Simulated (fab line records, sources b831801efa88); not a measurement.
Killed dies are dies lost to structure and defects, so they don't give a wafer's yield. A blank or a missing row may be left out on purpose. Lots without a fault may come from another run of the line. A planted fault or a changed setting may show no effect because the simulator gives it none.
Which tool did it? | flow sky130 | 24 lots, 72 wafers sampled, at 2 steps of a route of 708

WHAT THE GAUGES READ, wafer by wafer
SKY_VIA1_THK_MEAS_23: measures by xrf. Usual: VIA1_W_THK 276 nm, standard deviation 4.2.
lot  | measured     | on            | VIA1_W_THK (nm) | flag
L074 | day 33 22:30 | film_metro-03 | 281 277 279     |
L075 | day 34 00:43 | film_metro-03 | 275 282 284     |
L076 | day 34 11:26 | film_metro-03 | 271 277 270     |
L077 | day 34 21:01 | film_metro-02 | 278 276 281     |
L078 | day 34 22:08 | film_metro-01 | 276 273 274     |
L079 | day 35 22:30 | film_metro-01 | 280 273 278     |
L080 | day 36 05:41 | film_metro-02 | 273 279 280     |
L081 | day 37 17:33 | film_metro-02 | 274 280 285     |
L082 | day 36 18:28 | film_metro-03 | 273 272 273     |
L083 | day 36 23:27 | film_metro-01 | 271 277 270     |
L084 | day 37 16:30 | film_metro-01 | 277 275 270     |
L085 | day 37 17:46 | film_metro-01 | 274 282 272     |
L086 | day 38 04:09 | film_metro-01 | 279 275 274     |
L087 | day 38 04:41 | film_metro-01 | 274 277 275     |
L088 | day 38 13:52 | film_metro-01 | 277 278 279     |
L089 | day 38 23:23 | film_metro-03 | 280 276 276     |
L090 | day 39 04:23 | film_metro-02 | 272 270 272     |
L091 | day 39 09:14 | film_metro-01 | 282 281 272     |
L092 | day 39 17:10 | film_metro-01 | 278 271 283     |
L093 | day 40 07:35 | film_metro-01 | 276 276 275     |
L094 | day 40 09:23 | film_metro-03 | 274 270 273     |
L095 | day 40 10:27 | film_metro-02 | 272 271 272     |
L096 | day 40 16:21 | film_metro-02 | 283 273 274     |
L097 | day 41 04:28 | film_metro-02 | 279 281 272     |

WHICH TOOL RAN EACH LOT (tool, then ch and the chambers of the sampled wafers, then the start)
lot  | SKY_CONTACT_STRIP_19
L074 | plasma_asher-03 ch 0, day 31 12:10
L075 | plasma_asher-03 ch 0,1, day 31 14:05
L076 | plasma_asher-04 ch 0,1, day 32 02:41
L077 | plasma_asher-03 ch 0,1, day 32 12:24
L078 | plasma_asher-03 ch 0, day 32 13:22
L079 | plasma_asher-03 ch 0,1, day 33 15:04
L080 | plasma_asher-02 ch 0,1, day 33 21:01
L081 | plasma_asher-04 ch 0,1, day 34 04:43
L082 | plasma_asher-03 ch 0,1, day 34 09:58
L083 | plasma_asher-03 ch 0, day 34 15:18
L084 | plasma_asher-03 ch 0,1, day 35 08:12
L085 | plasma_asher-02 ch 0,1, day 35 09:32
L086 | plasma_asher-02 ch 0,1, day 35 20:05
L087 | plasma_asher-04 ch 0,1, day 35 20:23
L088 | plasma_asher-03 ch 0,1, day 36 06:29
L089 | plasma_asher-02 ch 0, day 36 14:33
L090 | plasma_asher-03 ch 0,1, day 36 20:46
L091 | plasma_asher-03 ch 0,1, day 37 02:36
L092 | plasma_asher-03 ch 0,1, day 37 11:08
L093 | plasma_asher-02 ch 0,1, day 37 23:36
L094 | plasma_asher-04 ch 0,1, day 38 03:38
L095 | plasma_asher-04 ch 0,1, day 38 04:53
L096 | plasma_asher-04 ch 0,1, day 38 10:24
L097 | plasma_asher-04 ch 1, day 38 23:12
- SKY_CONTACT_STRIP_19: strips in O2/N2.

WHAT THE TOOLS THEMSELVES READ (means of the sampled wafers that have a number; where no wafer has one, the mark that the record gives instead)
SKY_CONTACT_STRIP_19. Usual: drypump_motor_current_A 6.1 A, standard deviation 0.33; oes_product_au 0.381 a.u., standard deviation 0.0048; strip_time_to_endpoint_s 3.629 s, standard deviation 0.023.
lot  | tool            | drypump_motor_current_A (A) | oes_product_au (a.u.) | strip_time_to_endpoint_s (s) | flag
L074 | plasma_asher-03 | 5.9                         | 0.379                 | 3.645                        |
L075 | plasma_asher-03 | 6.3                         | 0.377                 | 3.637                        |
L076 | plasma_asher-04 | 5.7                         | 0.382                 | 3.624                        |
L077 | plasma_asher-03 | 6.1                         | 0.382                 | 3.634                        |
L078 | plasma_asher-03 | 6.0                         | 0.381                 | 3.626                        |
L079 | plasma_asher-03 | 6.3                         | 0.386                 | 3.654                        |
L080 | plasma_asher-02 | 6.5                         | 0.380                 | 3.648                        |
L081 | plasma_asher-04 | 5.9                         | 0.384                 | 3.620                        |
L082 | plasma_asher-03 | 6.1                         | 0.383                 | 3.645                        |
L083 | plasma_asher-03 | 5.9                         | 0.379                 | 3.606                        |
L084 | plasma_asher-03 | 6.1                         | 0.381                 | 3.637                        |
L085 | plasma_asher-02 | 6.6                         | 0.380                 | 3.629                        |
L086 | plasma_asher-02 | 6.5                         | 0.383                 | 3.651                        |
L087 | plasma_asher-04 | 5.8                         | 0.376                 | 3.629                        |
L088 | plasma_asher-03 | 6.1                         | 0.375                 | 3.614                        |
L089 | plasma_asher-02 | 6.6                         | 0.382                 | 3.634                        |
L090 | plasma_asher-03 | 6.1                         | 0.380                 | 3.617                        |
L091 | plasma_asher-03 | 6.2                         | 0.379                 | 3.646                        |
L092 | plasma_asher-03 | 6.2                         | 0.382                 | 3.633                        |
L093 | plasma_asher-02 | 6.5                         | 0.378                 | 3.591                        |
L094 | plasma_asher-04 | 5.8                         | 0.384                 | 3.625                        |
L095 | plasma_asher-04 | 5.9                         | 0.380                 | 3.595                        |
L096 | plasma_asher-04 | 5.7                         | 0.374                 | 3.596                        |
L097 | plasma_asher-04 | 6.0                         | 0.378                 | 3.600                        |

THE ANSWER, worked out from the rows above alone
Rule: a lot is off if the mean of its wafers that have a number lies more than 3 standard deviations from the usual mean. A lot without any number at a reading at which 4 lots or more have one is off too. The other lots that the step has rows for count as sound. The gauges are gone through in route order, then the tools' own readings, and for those a lot's mean is taken as printed above. The first step at which some lot is off is used, and at that step the reading that is off furthest; a lot without a number counts as furthest.
No lot is off at any reading shown: from this, nothing can be told.

WHAT THE SIMULATOR HAD PUT IN
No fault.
